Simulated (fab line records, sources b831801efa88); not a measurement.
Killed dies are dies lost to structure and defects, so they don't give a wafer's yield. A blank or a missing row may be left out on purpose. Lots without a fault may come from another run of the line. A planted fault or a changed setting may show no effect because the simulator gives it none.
Which tool did it? | flow sky130 | 14 lots, 42 wafers sampled, at 1 step of a route of 708

WHAT THE GAUGES READ, wafer by wafer
SKY_LI_CONTACT_OVL_MEAS_13.
lot  | measured     | on         | LI_CONTACT_OVL (nm)
L372 | day 29 14:01 | overlay-01 | 3 -10 -17
L375 | day 30 09:55 | overlay-02 | 4 12 -3
L374 | day 30 11:25 | overlay-02 | 8 2 4
L376 | day 31 06:55 | overlay-01 | -5 3 4
L377 | day 31 10:52 | overlay-01 | 6 6 -1
L378 | day 31 21:29 | overlay-01 | 1 8 5
L379 | day 32 02:13 | overlay-02 | 3 2 -3
L380 | day 32 09:58 | overlay-02 | 2 8 5
L381 | day 32 15:29 | overlay-02 | -2 9 -12
L388 | day 35 07:52 | overlay-01 | 3 14 2
L389 | day 35 08:50 | overlay-01 | 14 13 4
L390 | day 35 09:28 | overlay-01 | -4 0 -3
L392 | day 36 00:47 | overlay-02 | 12 10 1
L393 | day 36 08:16 | overlay-02 | 8 5 -3

WHICH TOOL RAN EACH LOT (tool, then ch and the chambers of the sampled wafers, then the start)
The record holds no process step before these readings.

WHAT THE TOOLS THEMSELVES READ (means of the sampled wafers that have a number; where no wafer has one, the mark that the record gives instead)
The record holds no such reading with a usual standard deviation.

THE ANSWER, worked out from the rows above alone
Rule: what is usual is taken from the lots themselves. Put in order of their means at a reading, lots are off if they are a third of the lots or fewer, leave a main group of 4 or more, and stand apart from it by a gap of 3 or more times the standard deviation of the main group's means; of several such gaps the widest counts. A main group whose means are all the same, to the digits that the tables above print for the reading, isn't used. A lot without any number at a reading at which 4 lots or more have one is off too. The other lots that the step has rows for count as sound. The gauges are gone through in route order, then the tools' own readings, and for those a lot's mean is taken as printed above. The first step at which some lot is off is used, and at that step the reading that is off furthest; a lot without a number counts as furthest.
No lot is off at any reading shown: from this, nothing can be told.

WHAT THE SIMULATOR HAD PUT IN
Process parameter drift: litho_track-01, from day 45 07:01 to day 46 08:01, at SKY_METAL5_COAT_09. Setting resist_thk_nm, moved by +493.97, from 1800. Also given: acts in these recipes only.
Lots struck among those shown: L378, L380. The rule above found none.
